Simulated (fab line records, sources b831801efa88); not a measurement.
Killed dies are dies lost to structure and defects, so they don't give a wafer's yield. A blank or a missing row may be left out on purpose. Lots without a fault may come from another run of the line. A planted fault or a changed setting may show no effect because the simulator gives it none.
Which tool did it? | flow gf180mcu | 14 lots, 40 wafers sampled, at 4 steps of a route of 602

WHAT THE GAUGES READ, wafer by wafer
GF_HV_LDD_OVL_MEAS_32.
lot  | measured     | on         | HV_LDD_02_OVL (nm)
L633 | day 11 12:03 | overlay-02 | 0.4 2.5 -0.6
L634 | day 11 21:11 | overlay-02 | -2.2 -2.4 -1.8
L635 | day 12 04:44 | overlay-01 | -0.2 -1.2 -0.7
L636 | day 12 09:05 | overlay-02 | 0.3 -1.1 -1.0
L637 | day 12 21:02 | overlay-02 | -1.3 -2.0 -3.8
L638 | day 13 03:23 | overlay-02 | -1.3 -1.7 -1.0
L639 | day 13 11:02 | overlay-02 | -1.6 -1.6 -2.0
L641 | day 14 07:32 | overlay-01 | 0.7 0.5 0.1
L642 | day 14 11:20 | overlay-01 | -0.8 -0.3 -2.4
L643 | day 14 20:35 | overlay-02 | -2.5 -2.6 -4.4
L647 | day 15 22:26 | overlay-02 | -0.8 -0.4
L648 | day 16 17:35 | overlay-02 | -2.2 -3.5 -2.4
L649 | day 16 21:03 | overlay-02 | -5.1 -4.0
L653 | day 18 00:56 | overlay-02 | -3.5 -3.1 -4.3

GF_NSD_TW_MEAS_12.
lot  | measured     | on            | NSD_TW
L633 | day 13 08:02 | film_metro-04 | 4314 4304 4286
L634 | day 13 17:31 | film_metro-01 | 4321 4326 4316
L635 | day 14 01:22 | film_metro-01 | 4297 4303 4312
L636 | day 14 05:22 | film_metro-03 | 4191 4179 4168
L637 | day 14 20:20 | film_metro-04 | 4229 4243 4243
L638 | day 15 02:07 | film_metro-04 | 4255 4261 4266
L639 | day 15 10:47 | film_metro-03 | 4188 4159 4172
L641 | day 16 08:16 | film_metro-04 | 4235 4234 4237
L642 | day 16 10:53 | film_metro-01 | 4351 4381 4353
L643 | day 16 20:13 | film_metro-04 | 4264 4231 4248
L647 | day 18 01:10 | film_metro-01 | 4344 4354
L648 | day 18 22:53 | film_metro-04 | 4289 4259 4255
L649 | day 19 01:29 | film_metro-03 | 4172 4172
L653 | day 20 04:58 | film_metro-01 | 4320 4317 4311

GF_PSD_CD_MEAS_07: target cd 400 nm.
lot  | measured     | on        | cd_nm (nm)
L633 | day 14 04:39 | cd_sem-01 | 403.4 402.8 404.2
L634 | day 14 14:27 | cd_sem-02 | 398.6 400.1 397.6
L635 | day 14 22:37 | cd_sem-01 | 397.5 396.0 396.3
L636 | day 15 02:01 | cd_sem-02 | 399.9 398.4 398.7
L637 | day 15 16:47 | cd_sem-01 | 397.1 400.1 398.5
L638 | day 15 23:33 | cd_sem-02 | 398.0 396.2 397.1
L639 | day 16 08:01 | cd_sem-02 | 399.0 396.5 399.0
L641 | day 17 06:49 | cd_sem-01 | 403.6 405.1 405.2
L642 | day 17 09:32 | cd_sem-01 | 396.8 397.3 399.0
L643 | day 17 19:22 | cd_sem-02 | 399.4 399.8 398.4
L647 | day 19 00:34 | cd_sem-02 | 428.2 399.3
L648 | day 19 22:49 | cd_sem-02 | 401.0 431.1 400.0
L649 | day 20 02:10 | cd_sem-01 | 428.2 396.5
L653 | day 21 05:08 | cd_sem-01 | 402.8 403.2 399.6

WHICH TOOL RAN EACH LOT (tool, then ch and the chambers of the sampled wafers, then the start)
lot  | GF_PSD_DEVELOP_06
L633 | litho_track-01 ch 0, day 14 04:31
L634 | litho_track-03 ch 0, day 14 14:18
L635 | litho_track-04 ch 0, day 14 22:28
L636 | litho_track-01 ch 0, day 15 01:52
L637 | litho_track-01 ch 0, day 15 16:38
L638 | litho_track-03 ch 0, day 15 23:24
L639 | litho_track-03 ch 0, day 16 07:53
L641 | litho_track-01 ch 0, day 17 06:40
L642 | litho_track-03 ch 0, day 17 09:24
L643 | litho_track-01 ch 0, day 17 19:13
L647 | litho_track-01 ch 0, day 19 00:25
L648 | litho_track-01 ch 0, day 19 22:41
L649 | litho_track-01 ch 0, day 20 01:57
L653 | litho_track-04 ch 0, day 21 04:59
- GF_PSD_DEVELOP_06: develop time 60 s.

WHAT THE TOOLS THEMSELVES READ (means of the sampled wafers that have a number; where no wafer has one, the mark that the record gives instead)
GF_PSD_DEVELOP_06.
lot  | tool           | chill_plate_temp_C (C)
L633 | litho_track-01 | 22.98
L634 | litho_track-03 | 23.00
L635 | litho_track-04 | 22.88
L636 | litho_track-01 | 23.09
L637 | litho_track-01 | 23.10
L638 | litho_track-03 | 22.93
L639 | litho_track-03 | 23.09
L641 | litho_track-01 | 23.00
L642 | litho_track-03 | 23.09
L643 | litho_track-01 | 22.85
L647 | litho_track-01 | 22.91
L648 | litho_track-01 | 22.91
L649 | litho_track-01 | 23.04
L653 | litho_track-04 | 22.98

THE ANSWER, worked out from the rows above alone
Rule: what is usual is taken from the lots themselves. Put in order of their means at a reading, lots are off if they are a third of the lots or fewer, leave a main group of 4 or more, and stand apart from it by a gap of 3 or more times the standard deviation of the main group's means; of several such gaps the widest counts. A main group whose means are all the same, to the digits that the tables above print for the reading, isn't used. A lot without any number at a reading at which 4 lots or more have one is off too. The other lots that the step has rows for count as sound. The gauges are gone through in route order, then the tools' own readings, and for those a lot's mean is taken as printed above. The first step at which some lot is off is used, and at that step the reading that is off furthest; a lot without a number counts as furthest.
No lot is off at any reading shown: from this, nothing can be told.

WHAT THE SIMULATOR HAD PUT IN
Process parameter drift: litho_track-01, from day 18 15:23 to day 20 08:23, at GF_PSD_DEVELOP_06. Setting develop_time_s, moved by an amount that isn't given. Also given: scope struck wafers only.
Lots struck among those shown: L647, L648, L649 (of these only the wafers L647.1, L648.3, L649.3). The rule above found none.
